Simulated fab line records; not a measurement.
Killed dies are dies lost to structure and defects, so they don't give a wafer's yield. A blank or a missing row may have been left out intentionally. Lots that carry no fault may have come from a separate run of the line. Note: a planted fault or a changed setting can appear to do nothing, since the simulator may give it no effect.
Which tool did it? -- flow sky130 -- 10 lots, 30 wafers sampled, at 2 steps of a route of 708

== WHAT THE GAUGES READ, wafer by wafer ==
SKY_VIA3_RS_MEAS_22: measures by four-point-probe. Usual: VIA3_W_RS 0.291 ohm/sq, standard deviation 0.004.
lot,measured,on,VIA3_W_RS (ohm/sq),flag
L714,day 40 21:52,film-metro-04,0.285 0.292 0.296,
L716,day 41 00:26,film-metro-02,0.293 0.294 0.295,
L719,day 41 18:14,film-metro-04,0.298 0.296 0.292,
L721,day 42 04:31,film-metro-02,0.288 0.294 0.291,
L725,day 43 11:59,film-metro-03,0.284 0.293 0.288,
L727,day 44 07:49,film-metro-04,0.293 0.294 0.294,
L728,day 44 09:37,film-metro-04,0.288 0.290 0.293,
L729,day 44 15:12,film-metro-04,0.292 0.286 0.284,
L730,day 44 17:16,film-metro-03,0.289 0.287 0.292,
L734,day 45 12:43,film-metro-04,0.298 0.291 0.297,

== WHAT TOOL EACH LOT RAN ON (gives the tool, then ch and the chambers of the sampled wafers, and finally the start) ==
lot,SKY_METAL3_METAL_ETCH_18
L714,"rie-metal-02 ch 0,1, day 39 19:43"
L716,"rie-metal-02 ch 0,1, day 39 21:50"
L719,"rie-metal-03 ch 0,1, day 40 15:11"
L721,"rie-metal-03 ch 0,1, day 41 03:53"
L725,"rie-metal-03 ch 0,1, day 42 09:58"
L727,"rie-metal-02 ch 0,1, day 43 05:26"
L728,"rie-metal-04 ch 0,1, day 43 07:26"
L729,"rie-metal-04 ch 1, day 43 13:58"
L730,"rie-metal-02 ch 0,1, day 43 15:09"
L734,"rie-metal-04 ch 0,1, day 44 12:32"
- SKY_METAL3_METAL_ETCH_18: etches the open film in Cl2/BCl3, stops on SiO2, target depth 845 nm, time 183.1 s.

== WHAT THE TOOLS THEMSELVES READ (means of the sampled wafers that have a number; where no wafer has one, the mark that the record gives instead) ==
SKY_METAL3_METAL_ETCH_18. Usual: bcl3-flow-sccm 29.98 sccm, standard deviation 0.083; bias-w 48.48 W, standard deviation 0.13; drypump-motor-current-A 5.6 A, standard deviation 0.44; he-backside-leak-sccm 3.4 sccm, standard deviation 0.3; mfc-cl2-sccm 60.00 sccm, standard deviation 0.16; oes-product-au 0.865 a.u., standard deviation 0.0056; throttle-valve-pct 22.264 %, standard deviation 0.0088.
lot,tool,bcl3-flow-sccm (sccm),bias-w (W),drypump-motor-current-A (A),he-backside-leak-sccm (sccm),mfc-cl2-sccm (sccm),oes-product-au (a.u.),throttle-valve-pct (%),flag
L714,rie-metal-02,30.09,48.54,5.7,3.4,60.05,0.870,22.265,
L716,rie-metal-02,30.03,48.58,5.9,3.5,59.91,0.859,22.267,
L719,rie-metal-03,29.98,48.43,5.3,4.2,59.84,0.864,22.267,
L721,rie-metal-03,30.07,48.40,5.3,3.1,60.10,0.859,22.257,
L725,rie-metal-03,29.96,48.36,5.4,3.7,59.96,0.866,22.265,
L727,rie-metal-02,29.91,48.52,5.7,3.4,59.92,0.863,22.261,
L728,rie-metal-04,29.97,48.64,6.0,3.3,60.14,0.862,22.264,
L729,rie-metal-04,30.02,48.51,5.7,3.2,60.03,0.861,22.262,
L730,rie-metal-02,29.95,48.39,5.9,3.5,59.86,0.865,22.268,
L734,rie-metal-04,30.06,48.47,5.9,3.3,60.02,0.862,22.270,

== THE ANSWER, worked out from the rows above alone ==
Rule: a lot counts as off when the mean over its wafers that have a number is more than 3 standard deviations away from the usual mean. Also off: a lot with no number at a reading for which 4 or more lots have one. Any other lot the step has rows for is counted as sound. The gauges are gone through in route order, then the tools' own readings, and for those a lot's mean is taken as printed above. The first step at which some lot is off is used, and at that step the reading that is off furthest; a lot without a number counts as furthest.
Nothing can be told from this: no lot is off at any reading shown.

== WHAT THE SIMULATOR PUT IN ==
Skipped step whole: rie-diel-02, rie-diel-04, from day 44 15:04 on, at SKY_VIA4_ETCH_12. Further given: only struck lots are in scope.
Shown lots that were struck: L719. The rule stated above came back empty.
